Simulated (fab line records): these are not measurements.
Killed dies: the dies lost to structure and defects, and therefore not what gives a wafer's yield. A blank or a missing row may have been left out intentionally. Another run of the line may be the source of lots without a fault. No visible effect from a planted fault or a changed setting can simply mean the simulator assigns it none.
fab line records    flow sky130
record lots=11  wafers=33  last_day=50
route steps=708 shown FIELD_ISO@5 NWELL@60 PAD_OPEN@708
lots that met no fault: taken from a fault-free run of the same line
start_h: hours from the record's first day to the start of the lot's first wafer shown    wait_h: how many hours have passed since the lot's step before this one    " repeats the value in the row above    L1.1+2: a row that stands for several wafers    - value missing, or start not given    * or withheld: withheld    < > ~ a bound
route shown NAME@n: names a module that has steps shown in the file, with the first one's number in the route    usual: mean and standard deviation over wafers with no fault    same: alike in all rows    chamber/n: place in a boat    sites: per-site readings    _std_site: the values' standard deviation    _edge_site: inner sites' mean taken away from outer sites' mean    radius_mm: how far each site lies from the wafer's centre    mask NAME#n: copy n    behind: tool/chamber where the wafer was last shaped    hold: the reason the lot was held/the length of the hold in hours/how it ended    device: transistor that didn't switch, given as n, p or np    end of line: the same wafers' tests at the end of the route    a step without rows: its recipe alone    killed: at the first sort, the dies lost to defects and structure; wafer yield is something else    map: a wafer's dies, marking killed ones x, the rest . and places with no die _
set.NAME: the setting as run; set.NAME@STEP: as run at that earlier step    model.NAME: the simulator's own value behind a step, which no gauge read
route steps across a sampled set of lots; one table per step, one row per wafer
services: a tool's chamber out of use, with start hour (start_h, from the record's first day; less than 0 if before it), hours out, and reason
## steps
# step SKY_FIELD_ISO_THK_MEAS_04
# recipe reads=Si3N4_of_FIELD_ISO_CVD_03
# usual FIELD_ISO_CVD_03_THK=164.1/1.4
lot.wafer  tool           chamber  start_h  wait_h  FIELD_ISO_CVD_03_THK[nm]
L995.2     film_metro-01  -        13.49    0.0     166.2
L995.3     "              -        "        "       165.9
L995.4     "              -        "        "       165.1
L996.1     film_metro-01  -        19.97    0.0     165.4
L996.5     "              -        "        "       164.3
L996.6     "              -        "        "       165.9
L997.1     film_metro-01  -        23.48    0.0     164.9
L997.3     "              -        "        "       164.7
L997.5     "              -        "        "       163.4
L100.3     film_metro-01  -        40.10    0.0     166.2
L100.4     "              -        "        "       164.0
L100.5     "              -        "        "       163.9
L102.1     film_metro-02  -        54.62    0.0     164.2
L102.4     "              -        "        "       165.2
L102.5     "              -        "        "       163.0
L103.3     film_metro-03  -        54.64    0.0     163.5
L103.5     "              -        "        "       163.4
L103.6     "              -        "        "       164.1
L107.1     film_metro-03  -        73.60    0.0     164.5
L107.5     "              -        "        "       163.2
L107.6     "              -        "        "       164.3
L108.1     film_metro-01  -        81.60    0.0     166.0
L108.3     "              -        "        "       167.3
L108.6     "              -        "        "       167.2
L112.1     film_metro-02  -        100.38   0.0     165.4
L112.3     "              -        "        "       165.3
L112.6     "              -        "        "       165.2
L117.3     film_metro-01  -        123.50   0.0     163.0
L117.4     "              -        "        "       162.8
L117.5     "              -        "        "       163.2
L118.1     film_metro-03  -        129.31   0.0     164.9
L118.3     "              -        "        "       165.3
L118.5     "              -        "        "       165.3
# step SKY_FIELD_ISO_STRIP_16
# recipe chemistry=O2/N2  power_w=1400  pressure_mtorr=1500  platen_temp_c=withheld  o2_flow_sccm=3000  n2_flow_sccm=300  overash_fraction=0.5
# usual drypump_motor_current_A=5.6/0.32  o2_flow_sccm=2999/8.7  oes_product_au=0.378/0.0049  strip_time_to_endpoint_s=3.57/0.042
lot.wafer  tool             chamber  start_h  wait_h  drypump_motor_current_A  o2_flow_sccm  oes_product_au  rf_hours_counter_h  strip_time_to_endpoint_s
L995.2     plasma_asher-03  0        27.74    0.0     5.2                      2977          0.380           32                  3.61
L995.3     "                1        "        "       5.7                      2993          0.374           -                   3.50
L995.4     "                0        "        "       5.2                      2992          0.390           -                   3.63
L996.1     plasma_asher-03  0        34.49    0.0     5.2                      3018          0.378           32                  3.58
L996.5     "                0        "        "       5.2                      3003          0.380           -                   3.56
L996.6     "                1        "        "       5.7                      2993          0.380           -                   3.53
L997.1     plasma_asher-04  0        37.91    0.0     5.2                      2993          0.382           24                  3.58
L997.3     "                1        "        "       5.7                      3006          0.373           -                   3.56
L997.5     "                1        "        "       5.7                      3007          0.379           -                   3.57
L100.3     plasma_asher-01  1        56.67    0.1     6.1                      3007          0.373           -                   3.53
L100.4     "                0        "        "       5.7                      2975          0.384           -                   3.53
L100.5     "                0        "        "       5.7                      3004          0.383           -                   3.56
L102.1     plasma_asher-04  1        71.31    0.0     5.7                      2987          0.376           26                  3.58
L102.4     "                0        "        "       5.2                      3009          0.373           -                   3.61
L102.5     "                1        "        "       5.7                      2988          0.379           -                   3.60
L103.3     plasma_asher-03  1        71.32    0.1     5.7                      3007          0.379           -                   3.60
L103.5     "                0        "        "       5.2                      2995          0.378           -                   3.70
L103.6     "                1        "        "       5.7                      2994          0.376           -                   3.59
L107.1     plasma_asher-01  0        90.60    0.0     5.8                      2989          0.370           42                  3.65
L107.5     "                0        "        "       5.7                      2992          0.384           -                   3.55
L107.6     "                1        "        "       6.1                      3007          0.384           -                   3.63
L108.1     plasma_asher-03  0        99.21    0.0     5.2                      2999          0.379           39                  3.57
L108.3     "                0        "        "       5.2                      2998          0.387           -                   3.58
L108.6     "                1        "        "       5.7                      2996          0.374           -                   3.48
L112.1     plasma_asher-01  1        118.44   0.0     6.1                      2991          0.379           0                   3.61
L112.3     "                1        "        "       6.1                      3008          0.373           -                   3.46
L112.6     "                1        "        "       6.1                      2990          0.383           -                   3.56
L117.3     plasma_asher-03  0        142.82   0.1     5.2                      3003          0.387           -                   3.58
L117.4     "                1        "        "       5.7                      3003          0.385           -                   3.60
L117.5     "                0        "        "       5.2                      2991          0.382           -                   3.58
L118.1     plasma_asher-04  1        148.66   0.0     5.7                      3006          0.373           32                  3.55
L118.3     "                1        "        "       5.7                      3007          0.376           -                   3.58
L118.5     "                0        "        "       5.2                      2993          0.373           -                   3.59
# step SKY_NWELL_EXPOSE_07
# recipe mask_id=NWM  na=0.6  source_shape=conventional  sigma_outer=0.6  polarization=unpolarized  target_cd_nm=840  dose_mj=255
lot.wafer   tool              chamber  start_h  wait_h  mask
L995.2+3+4  iline_stepper-02  0        75.70    -       NWM#0
L996.1+5+6  iline_stepper-01  0        81.91    -       NWM#0
L997.1+3+5  iline_stepper-02  0        89.47    -       NWM#0
L100.3+4+5  iline_stepper-01  0        106.02   -       NWM#0
L103.3+5+6  iline_stepper-02  0        124.65   -       NWM#0
L102.1+4+5  iline_stepper-01  0        124.91   -       NWM#0
L107.1+5+6  iline_stepper-02  0        144.93   -       NWM#0
L108.1+3+6  iline_stepper-02  0        153.03   -       HVTPM#0
L112.1+3+6  iline_stepper-01  0        173.06   -       NWM#0
L117.3+4+5  iline_stepper-01  0        204.86   -       NWM#0
L118.1+3+5  iline_stepper-02  0        217.01   -       NWM#0
# step SKY_NWELL_OVL_MEAS_10
# usual NWELL_00_OVL=0.6/1.8
lot.wafer  tool        chamber  start_h  wait_h  NWELL_00_OVL[nm]
L995.2     overlay-01  -        83.49    -       2.5
L995.3     "           -        "        "       1.5
L995.4     "           -        "        "       4.0
L996.1     overlay-02  -        90.03    -       0.8
L996.5     "           -        "        "       3.8
L996.6     "           -        "        "       0.5
L997.1     overlay-02  -        98.28    -       0.4
L997.3     "           -        "        "       -2.0
L997.5     "           -        "        "       -1.6
L100.3     overlay-02  -        114.78   -       1.4
L100.4     "           -        "        "       0.2
L100.5     "           -        "        "       0.1
L103.3     overlay-02  -        133.54   -       1.4
L103.5     "           -        "        "       1.2
L103.6     "           -        "        "       -0.5
L102.1     overlay-02  -        134.03   -       -0.9
L102.4     "           -        "        "       -0.2
L102.5     "           -        "        "       -1.2
L107.1     overlay-02  -        154.23   -       -3.3
L107.5     "           -        "        "       -1.6
L107.6     "           -        "        "       -4.4
L108.1     overlay-01  -        162.78   -       -
L108.3     "           -        "        "       -
L108.6     "           -        "        "       -
L112.1     overlay-01  -        183.69   -       0.8
L112.3     "           -        "        "       1.1
L112.6     "           -        "        "       -1.1
L117.3     overlay-02  -        213.27   -       -1.0
L117.4     "           -        "        "       -0.1
L117.5     "           -        "        "       0.5
L118.1     overlay-01  -        229.37   -       1.7
L118.3     "           -        "        "       1.4
L118.5     "           -        "        "       2.4
# step SKY_NWELL_TW_MEAS_15
# usual NWELL_TW=1812/18
lot.wafer  tool           chamber  start_h  wait_h  NWELL_TW
L995.2     film_metro-04  -        84.08    0.1     1789
L995.3     "              -        "        "       1790
L995.4     "              -        "        "       1802
L996.1     film_metro-01  -        90.62    0.1     1810
L996.5     "              -        "        "       1809
L996.6     "              -        "        "       1813
L997.1     film_metro-04  -        98.87    0.1     1806
L997.3     "              -        "        "       1809
L997.5     "              -        "        "       1808
L100.3     film_metro-02  -        115.37   0.1     1846
L100.4     "              -        "        "       1831
L100.5     "              -        "        "       1836
L103.3     film_metro-04  -        134.14   0.1     1789
L103.5     "              -        "        "       1781
L103.6     "              -        "        "       1788
L102.1     film_metro-01  -        134.62   0.1     1816
L102.4     "              -        "        "       1807
L102.5     "              -        "        "       1813
L107.1     film_metro-01  -        154.82   0.1     1812
L107.5     "              -        "        "       1817
L107.6     "              -        "        "       1818
L108.1     film_metro-04  -        163.37   0.1     29
L108.3     "              -        "        "       30
L108.6     "              -        "        "       30
L112.1     film_metro-02  -        184.28   0.1     1832
L112.3     "              -        "        "       1825
L112.6     "              -        "        "       1819
L117.3     film_metro-01  -        215.02   0.2     1824
L117.4     "              -        "        "       1825
L117.5     "              -        "        "       1818
L118.1     film_metro-04  -        229.95   0.1     1787
L118.3     "              -        "        "       1790
L118.5     "              -        "        "       1795
# step SKY_NWELL_STRIP_25
# recipe chemistry=O2/N2  power_w=1400  pressure_mtorr=1500  platen_temp_c=withheld  o2_flow_sccm=3000  n2_flow_sccm=300  overash_fraction=0.5
# usual drypump_motor_current_A=6.0/0.46  o2_flow_sccm=3000/9.3  oes_product_au=0.723/0.004  strip_time_to_endpoint_s=36.96/0.1
lot.wafer  tool             chamber  start_h  wait_h  drypump_motor_current_A  o2_flow_sccm  oes_product_au  rf_hours_counter_h  strip_time_to_endpoint_s
L995.2     plasma_asher-04  0        101.22   0.1     5.2                      2984          0.721           28                  36.97
L995.3     "                0        "        "       5.2                      2990          0.735           -                   36.94
L995.4     "                1        "        "       5.7                      2996          0.719           -                   36.92
L996.1     plasma_asher-04  1        108.72   0.1     5.7                      2989          0.719           29                  37.17
L996.5     "                1        "        "       5.7                      2995          0.722           -                   37.12
L996.6     "                0        "        "       5.2                      3002          0.724           -                   37.08
L997.1     plasma_asher-02  0        116.55   0.1     6.3                      3016          0.726           45                  36.95
L997.3     "                0        "        "       6.2                      3006          0.718           -                   36.98
L997.5     "                1        "        "       6.5                      2987          0.715           -                   36.90
L100.3     plasma_asher-02  1        134.10   0.1     6.5                      2989          0.726           -                   36.79
L100.4     "                0        "        "       6.3                      3008          0.719           -                   36.86
L100.5     "                0        "        "       6.3                      3002          0.722           -                   36.94
L103.3     plasma_asher-04  1        153.54   0.1     5.7                      2993          0.725           -                   37.02
L103.5     "                1        "        "       5.7                      2988          0.712           -                   37.00
L103.6     "                0        "        "       5.2                      2998          0.725           -                   37.04
L102.1     plasma_asher-02  0        153.85   0.1     6.2                      2991          0.721           49                  36.93
L102.4     "                0        "        "       6.3                      3002          0.726           -                   37.00
L102.5     "                1        "        "       6.5                      3009          0.728           -                   37.02
L107.1     plasma_asher-02  0        174.70   0.1     6.3                      3004          0.723           51                  36.91
L107.5     "                0        "        "       6.3                      2999          0.724           -                   36.87
L107.6     "                1        "        "       6.5                      3008          0.731           -                   37.06
L108.1     plasma_asher-02  0        184.82   0.1     6.3                      2995          0.720           52                  36.93
L108.3     "                0        "        "       6.2                      3005          0.727           -                   36.91
L108.6     "                0        "        "       6.2                      2994          0.728           -                   36.89
L112.1     plasma_asher-02  1        213.22   0.1     6.5                      2992          0.731           54                  37.04
L112.3     "                0        "        "       6.2                      2998          0.723           -                   36.85
L112.6     "                1        "        "       6.5                      2989          0.718           -                   36.92
L117.3     plasma_asher-04  0        235.05   0.1     5.2                      2981          0.722           -                   36.99
L117.4     "                1        "        "       5.7                      3011          0.723           -                   36.80
L117.5     "                0        "        "       5.2                      2984          0.724           -                   36.82
L118.1     plasma_asher-02  0        253.25   0.1     6.3                      3006          0.724           58                  37.07
L118.3     "                1        "        "       6.5                      3000          0.724           -                   37.04
L118.5     "                1        "        "       6.5                      2988          0.720           -                   37.08
# step SKY_PAD_OPEN_PROBE_99
# usual killed_at_M0_to_M3=43/6.3  killed_at_M4_up=3.3/1.7  killed_at_contacts=24/5.4  killed_at_front_end=16/4.6  killed_at_other=0.4/0.7  killed_dies=87/9.4  killed_on_rim=17/3.9  killed_open=47/6.9  killed_short=39/6.1
# same gross_dies=492  killed_at_back_side=0
lot.wafer  tool       chamber  start_h  wait_h  killed_at_M0_to_M3  killed_at_M4_up  killed_at_contacts  killed_at_front_end  killed_at_other  killed_dies  killed_on_rim  killed_open  killed_short
L995.2     prober-01  -        1083.70  0.1     43                  5                17                  15                   1                81           18             45           36
L995.3     prober-01  -        1083.75  0.2     44                  2                22                  20                   0                88           18             48           40
L995.4     prober-01  -        1083.80  0.2     40                  2                33                  12                   0                87           15             48           39
L996.1     prober-02  -        1086.20  0.1     47                  3                24                  20                   0                94           23             48           46
L996.5     prober-02  -        1086.40  0.2     42                  1                20                  18                   0                81           17             45           34
L996.6     prober-02  -        1086.45  0.2     42                  4                29                  17                   1                93           23             44           49
L997.1     prober-01  -        1091.31  0.1     49                  4                21                  15                   0                89           15             52           35
L997.3     prober-01  -        1091.41  0.2     50                  5                21                  17                   0                93           25             60           33
L997.5     prober-01  -        1091.51  0.2     44                  5                38                  18                   0                105          24             55           48
L100.3     prober-02  -        1103.55  0.2     44                  2                21                  15                   0                82           15             48           34
L100.4     prober-02  -        1103.60  0.2     47                  3                19                  15                   0                84           22             52           31
L100.5     prober-02  -        1103.65  0.2     45                  6                12                  20                   0                83           17             43           40
L103.3     prober-02  -        1124.05  0.2     50                  4                22                  16                   0                92           16             43           48
L103.5     prober-02  -        1124.15  0.2     46                  2                22                  19                   0                89           24             47           41
L103.6     prober-02  -        1124.20  0.2     56                  3                19                  13                   0                91           19             47           43
L102.1     prober-01  -        1124.44  0.1     43                  4                22                  13                   0                82           13             45           37
L102.4     prober-01  -        1124.59  0.2     52                  2                21                  17                   0                92           13             53           38
L102.5     prober-01  -        1124.64  0.2     43                  2                21                  16                   0                82           18             40           42
L107.1     prober-01  -        1144.28  0.1     50                  3                20                  19                   0                92           22             52           40
L107.5     prober-01  -        1144.48  0.2     41                  7                15                  21                   0                84           17             40           44
L107.6     prober-01  -        1144.53  0.2     43                  1                23                  19                   1                87           16             47           40
L108.1     prober-02  -        1156.85  0.1     49                  3                16                  424                  0                492          96             36           42
L108.3     prober-02  -        1156.95  0.2     57                  2                18                  415                  0                492          96             51           34
L108.6     prober-02  -        1157.10  0.2     56                  3                18                  415                  0                492          96             56           31
L112.1     prober-02  -        1172.20  0.1     36                  4                25                  10                   0                75           16             48           27
L112.3     prober-02  -        1172.30  0.2     48                  3                29                  14                   0                94           25             47           47
L112.6     prober-02  -        1172.45  0.2     45                  4                22                  12                   0                83           20             46           37
L117.3     prober-01  -        1192.78  0.2     31                  3                18                  16                   1                69           10             32           37
L117.4     prober-01  -        1192.83  0.2     51                  0                25                  23                   0                99           15             51           48
L117.5     prober-01  -        1192.88  0.2     43                  5                32                  26                   0                106          26             60           46
L118.1     prober-01  -        1203.98  0.1     42                  2                22                  22                   1                89           13             42           47
L118.3     prober-01  -        1204.08  0.2     39                  2                32                  23                   2                98           15             52           44
L118.5     prober-01  -        1204.18  0.2     37                  2                27                  15                   0                81           11             40           41
# killed by level:class
L995.2 VIA1:geometric_particle:open=15 METAL1:geometric_particle:short=7 CONTACT:geometric_particle:open=6 VIA3:geometric_particle:open=6 FIELD_ISO:geometric_particle:open=5 VIA1:geometric_particle:short=5 LI_CONTACT:geometric_particle:open=4 METAL4:geometric_particle:short=4
L995.3 VIA1:geometric_particle:open=13 VIA1:geometric_particle:short=8 FIELD_ISO:geometric_particle:open=7 FIELD_ISO:geometric_particle:short=6 LI_CONTACT:geometric_particle:open=6 CONTACT:geometric_particle:open=6 VIA2:geometric_particle:open=6 LOCAL_INTERCONNECT:geometric_particle:short=5
L995.4 CONTACT:geometric_particle:open=12 LI_CONTACT:geometric_particle:open=11 METAL2:geometric_particle:short=8 VIA1:geometric_particle:open=8 VIA1:geometric_particle:short=7 VIA2:geometric_particle:open=6 CONTACT:geometric_particle:short=5 VIA2:geometric_particle:short=3
L996.1 POLY_GATE:geometric_particle:open=8 LI_CONTACT:geometric_particle:open=7 METAL1:geometric_particle:short=7 VIA1:geometric_particle:short=7 VIA1:geometric_particle:open=6 VIA2:geometric_particle:open=6 VIA3:geometric_particle:open=6 CONTACT:geometric_particle:open=5
L996.5 LI_CONTACT:geometric_particle:open=8 VIA1:geometric_particle:open=7 VIA3:geometric_particle:open=7 METAL1:geometric_particle:short=6 FIELD_ISO:geometric_particle:open=5 SPACER:geometric_particle:open=5 METAL2:geometric_particle:short=5 LOCAL_INTERCONNECT:geometric_particle:short=4
L996.6 CONTACT:geometric_particle:open=9 LOCAL_INTERCONNECT:geometric_particle:short=8 VIA1:geometric_particle:open=7 VIA2:geometric_particle:open=7 POLY_GATE:geometric_particle:short=6 METAL2:geometric_particle:short=6 VIA1:geometric_particle:short=5 METAL3:geometric_particle:short=5
L997.1 CONTACT:geometric_particle:open=12 VIA2:geometric_particle:open=11 METAL1:geometric_particle:short=8 VIA1:geometric_particle:open=8 VIA3:geometric_particle:open=7 FIELD_ISO:geometric_particle:open=5 LI_CONTACT:geometric_particle:open=5 FIELD_ISO:geometric_particle:short=4
L997.3 VIA1:geometric_particle:open=11 VIA3:geometric_particle:open=10 VIA2:geometric_particle:open=9 LI_CONTACT:geometric_particle:open=9 CONTACT:geometric_particle:open=8 FIELD_ISO:geometric_particle:short=5 POLY_GATE:geometric_particle:short=4 METAL1:geometric_particle:short=4
L997.5 CONTACT:geometric_particle:open=13 CONTACT:geometric_particle:short=12 VIA2:geometric_particle:open=11 VIA1:geometric_particle:open=9 METAL1:geometric_particle:short=7 LI_CONTACT:geometric_particle:open=6 FIELD_ISO:geometric_particle:short=5 METAL4:geometric_particle:short=5
L100.3 CONTACT:geometric_particle:open=10 VIA1:geometric_particle:open=8 VIA3:geometric_particle:open=7 LI_CONTACT:geometric_particle:open=6 METAL2:geometric_particle:short=6 VIA2:geometric_particle:open=6 FIELD_ISO:geometric_particle:open=4 POLY_GATE:geometric_particle:short=4
L100.4 VIA2:geometric_particle:open=10 VIA1:geometric_particle:open=10 METAL2:geometric_particle:short=7 FIELD_ISO:geometric_particle:open=6 VIA3:geometric_particle:open=5 LI_CONTACT:geometric_particle:open=5 CONTACT:geometric_particle:open=5 LOCAL_INTERCONNECT:geometric_particle:short=4
L100.5 VIA2:geometric_particle:open=8 METAL1:geometric_particle:short=8 POLY_GATE:geometric_particle:short=5 CONTACT:geometric_particle:open=5 VIA1:geometric_particle:short=5 VIA1:geometric_particle:open=5 VIA3:geometric_particle:open=5 POLY_GATE:geometric_particle:open=4
L103.3 VIA1:geometric_particle:open=11 VIA2:geometric_particle:short=8 CONTACT:geometric_particle:open=7 METAL1:geometric_particle:short=7 VIA1:geometric_particle:short=6 VIA2:geometric_particle:open=6 FIELD_ISO:geometric_particle:open=5 CONTACT:geometric_particle:short=5
L103.5 VIA1:geometric_particle:open=14 VIA2:geometric_particle:open=9 CONTACT:geometric_particle:open=9 FIELD_ISO:geometric_particle:short=6 CONTACT:geometric_particle:short=6 METAL1:geometric_particle:short=6 SPACER:geometric_particle:short=4 VIA1:geometric_particle:short=4
L103.6 VIA1:geometric_particle:open=13 VIA2:geometric_particle:open=11 CONTACT:geometric_particle:short=6 VIA3:geometric_particle:open=6 VIA3:geometric_particle:short=6 LOCAL_INTERCONNECT:geometric_particle:short=5 FIELD_ISO:geometric_particle:short=4 LI_CONTACT:geometric_particle:open=4
L102.1 LI_CONTACT:geometric_particle:open=8 VIA2:geometric_particle:open=8 CONTACT:geometric_particle:open=7 VIA3:geometric_particle:open=6 VIA2:geometric_particle:short=6 METAL1:geometric_particle:short=5 VIA1:geometric_particle:short=5 VIA1:geometric_particle:open=4
L102.4 VIA1:geometric_particle:open=15 VIA2:geometric_particle:open=8 LI_CONTACT:geometric_particle:open=6 VIA3:geometric_particle:open=6 FIELD_ISO:geometric_particle:open=5 CONTACT:geometric_particle:open=5 METAL1:geometric_particle:short=5 METAL3:geometric_particle:short=5
L102.5 CONTACT:geometric_particle:open=7 VIA1:geometric_particle:open=7 VIA2:geometric_particle:open=6 METAL3:geometric_particle:short=6 FIELD_ISO:geometric_particle:short=5 LI_CONTACT:geometric_particle:open=5 CONTACT:geometric_particle:short=5 SPACER:geometric_particle:short=4
L107.1 VIA1:geometric_particle:open=12 METAL2:geometric_particle:short=9 CONTACT:geometric_particle:open=8 VIA2:geometric_particle:open=8 VIA3:geometric_particle:open=6 FIELD_ISO:geometric_particle:short=5 POLY_GATE:geometric_particle:open=5 LI_CONTACT:geometric_particle:open=5
L107.5 METAL1:geometric_particle:short=8 VIA1:geometric_particle:open=7 POLY_GATE:geometric_particle:short=6 VIA1:geometric_particle:short=6 METAL2:geometric_particle:short=6 VIA3:geometric_particle:open=5 LI_CONTACT:geometric_particle:open=5 CONTACT:geometric_particle:open=5
L107.6 CONTACT:geometric_particle:open=11 VIA1:geometric_particle:open=7 FIELD_ISO:geometric_particle:open=7 VIA3:geometric_particle:open=7 METAL2:geometric_particle:short=7 FIELD_ISO:geometric_particle:short=5 POLY_GATE:geometric_particle:open=5 METAL1:geometric_particle:short=5
L108.1 NWELL:area_expose=411 VIA1:geometric_particle:short=8 VIA3:geometric_particle:open=8 VIA1:geometric_particle:open=6 METAL2:geometric_particle:short=6 LI_CONTACT:geometric_particle:open=5 CONTACT:geometric_particle:open=5 VIA2:geometric_particle:open=5
L108.3 NWELL:area_expose=404 VIA1:geometric_particle:open=17 VIA3:geometric_particle:open=12 CONTACT:geometric_particle:open=9 VIA1:geometric_particle:short=8 VIA2:geometric_particle:open=6 CONTACT:geometric_particle:short=5 VIA3:geometric_particle:short=5
L108.6 NWELL:area_expose=402 VIA3:geometric_particle:open=14 VIA1:geometric_particle:open=11 VIA2:geometric_particle:open=10 CONTACT:geometric_particle:open=8 METAL2:geometric_particle:short=5 METAL1:geometric_particle:short=4 POLY_GATE:geometric_particle:open=3
L112.1 CONTACT:geometric_particle:open=12 VIA1:geometric_particle:open=11 METAL2:geometric_particle:short=8 VIA3:geometric_particle:open=6 LI_CONTACT:geometric_particle:open=5 CONTACT:geometric_particle:short=4 VIA2:geometric_particle:open=4 FIELD_ISO:geometric_particle:short=2
L112.3 VIA1:geometric_particle:open=10 LI_CONTACT:geometric_particle:short=7 CONTACT:geometric_particle:short=7 CONTACT:geometric_particle:open=7 METAL2:geometric_particle:short=7 VIA3:geometric_particle:open=7 LI_CONTACT:geometric_particle:open=4 LOCAL_INTERCONNECT:geometric_particle:short=4
L112.6 VIA1:geometric_particle:open=9 VIA3:geometric_particle:open=8 CONTACT:geometric_particle:open=7 VIA1:geometric_particle:short=6 LI_CONTACT:geometric_particle:open=5 VIA2:geometric_particle:short=5 VIA2:geometric_particle:open=5 FIELD_ISO:geometric_particle:short=4
L117.3 VIA1:geometric_particle:open=7 VIA3:geometric_particle:open=6 FIELD_ISO:geometric_particle:open=5 POLY_GATE:geometric_particle:short=5 LOCAL_INTERCONNECT:geometric_particle:short=5 CONTACT:geometric_particle:open=5 VIA1:geometric_particle:short=5 CONTACT:geometric_particle:short=4
L117.4 CONTACT:geometric_particle:open=9 VIA1:geometric_particle:open=9 POLY_GATE:geometric_particle:open=8 VIA1:geometric_particle:short=7 METAL1:geometric_particle:short=6 METAL2:geometric_particle:short=6 VIA2:geometric_particle:short=5 LI_CONTACT:geometric_particle:open=5
L117.5 VIA1:geometric_particle:open=11 LI_CONTACT:geometric_particle:open=9 CONTACT:geometric_particle:open=8 VIA2:geometric_particle:open=7 FIELD_ISO:geometric_particle:open=6 FIELD_ISO:geometric_particle:short=5 POLY_GATE:geometric_particle:short=5 LOCAL_INTERCONNECT:geometric_particle:short=5
L118.1 METAL2:geometric_particle:short=11 LI_CONTACT:geometric_particle:open=8 VIA1:geometric_particle:open=7 FIELD_ISO:geometric_particle:short=6 POLY_GATE:geometric_particle:short=6 CONTACT:geometric_particle:open=5 VIA3:geometric_particle:open=5 FIELD_ISO:geometric_particle:open=4
L118.3 LI_CONTACT:geometric_particle:open=10 LI_CONTACT:geometric_particle:short=7 CONTACT:geometric_particle:open=7 VIA1:geometric_particle:open=7 VIA2:geometric_particle:open=7 METAL2:geometric_particle:short=6 FIELD_ISO:geometric_particle:open=5 FIELD_ISO:geometric_particle:short=5
L118.5 CONTACT:geometric_particle:open=8 LI_CONTACT:geometric_particle:open=7 CONTACT:geometric_particle:short=7 VIA1:geometric_particle:short=7 VIA1:geometric_particle:open=5 METAL2:geometric_particle:short=5 POLY_GATE:geometric_particle:short=4 POLY_GATE:geometric_particle:open=4
## services
tool              chamber  start_h  hours  kind
plasma_asher-04   -        41.82    15.6   pm
iline_stepper-01  -        98.47    3.9    repair
plasma_asher-01   -        108.75   9.0    pm
plasma_asher-01   0        108.75   9.0    vent_cycle
plasma_asher-01   1        108.75   9.0    vent_cycle
iline_stepper-01  -        111.00   1.7    pm
plasma_asher-04   -        111.77   4.8    repair
iline_stepper-01  -        113.23   4.2    repair
plasma_asher-01   0        117.75   -      clean
plasma_asher-01   1        117.75   -      clean
iline_stepper-02  -        142.00   1.7    pm
iline_stepper-01  0        180.13   -      calibration
iline_stepper-01  -        188.59   4.4    repair
iline_stepper-02  0        201.23   -      calibration
## key
first_sign step=SKY_NWELL_EXPOSE_07  reading=mask  direction=changed
effect step=SKY_NWELL_OVL_MEAS_10  reading=NWELL_00_OVL  direction=missing
effect step=SKY_NWELL_TW_MEAS_15  reading=NWELL_TW  direction=down  sigmas=99+  usual=1812  struck=30
effect step=SKY_PAD_OPEN_PROBE_99  reading=killed_at_front_end  direction=up  sigmas=88  usual=16  struck=418
more_kills_born_at SKY_NWELL_EXPOSE_07@iline_stepper-02=1217
met_at SKY_NWELL_EXPOSE_07
struck_lots L108
tester_left_out L108
not_acting_at SKY_FIELD_ISO_THK_MEAS_04,SKY_FIELD_ISO_STRIP_16,SKY_NWELL_STRIP_25
onset_between 144.93 153.03
fault kind=wrong_mask  tool=any  chamber=-  onset_h=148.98  steps=SKY_NWELL_EXPOSE_07  aux_copy=HVTPM#0  scope=struck_lots_only
# tester_left_out: of these lots the tester's yield and bins aren't shown, on N5 and GAA mostly nor the transistor test; their killed dies are dies lost to structure and defects alone, not to doping, threshold or leakage, so they don't give the yield
